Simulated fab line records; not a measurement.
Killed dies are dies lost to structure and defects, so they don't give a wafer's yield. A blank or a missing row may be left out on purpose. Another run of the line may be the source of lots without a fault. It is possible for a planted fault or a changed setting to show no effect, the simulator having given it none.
Matching of chambers | flow gf180mcu | 4 sister chambers for GF_CONTACT_CMP_27 on cmp-02
The step polishes, stops on SiO2, t overpolish 15 s, target thk 0 nm. 7 wafers are shown with their chamber, then 7 later ones without.

## WAFERS, EACH WITH ITS CHAMBER
wafer  | chamber | motor_current_A (A) | time_to_endpoint_s (s)
L240.4 | 1       | 13.0                | 73
L246.1 | 0       | 8.7                 | 74
L247.1 | 0       | 9.0                 | 72
L247.4 | 2       | 11.9                | 78
L247.6 | 3       | 10.0                | 65
L248.2 | 2       | 11.9                | 76
L248.4 | 3       | 9.3                 | 66

## WAFERS WHOSE CHAMBER IS MISSING
wafer  | motor_current_A (A) | time_to_endpoint_s (s)
L248.5 | 13.3                | 67
L249.1 | 9.6                 | 67
L249.2 | 11.5                | 72
L249.5 | 13.1                | 69
L250.1 | 12.6                | 69
L250.4 | 8.5                 | 70
L250.6 | 9.6                 | 66

## WHICH CHAMBER EACH WENT THROUGH
wafer  | from the rows above     | in truth
L248.5 | 1                       | 1
L249.1 | 3                       | 3
L249.2 | can't be placed: 2 or 1 | 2
L249.5 | 1                       | 1
L250.1 | 1                       | 1
L250.4 | 0                       | 0
L250.6 | 3                       | 3
6 of 7 placed correctly. Unplaceable from these rows: 1, with the true chamber sitting among the candidates in 1. Number placed wrongly: 0.
How it was worked out, from the rows above alone: a wafer's distance from a chamber is the root of the sum, over the readings, of the square of ((its reading less the chamber's mean) divided by the reading's scatter). The wafer belongs to the nearest chamber; if the next one is less than 2 further off, it can't be placed. For every chamber, the mean is computed from those of its wafers that are shown. The scatter is the square root of a quotient: the sum, over the shown wafers, of each reading's squared deviation from its chamber's mean, divided by wafers minus chambers.
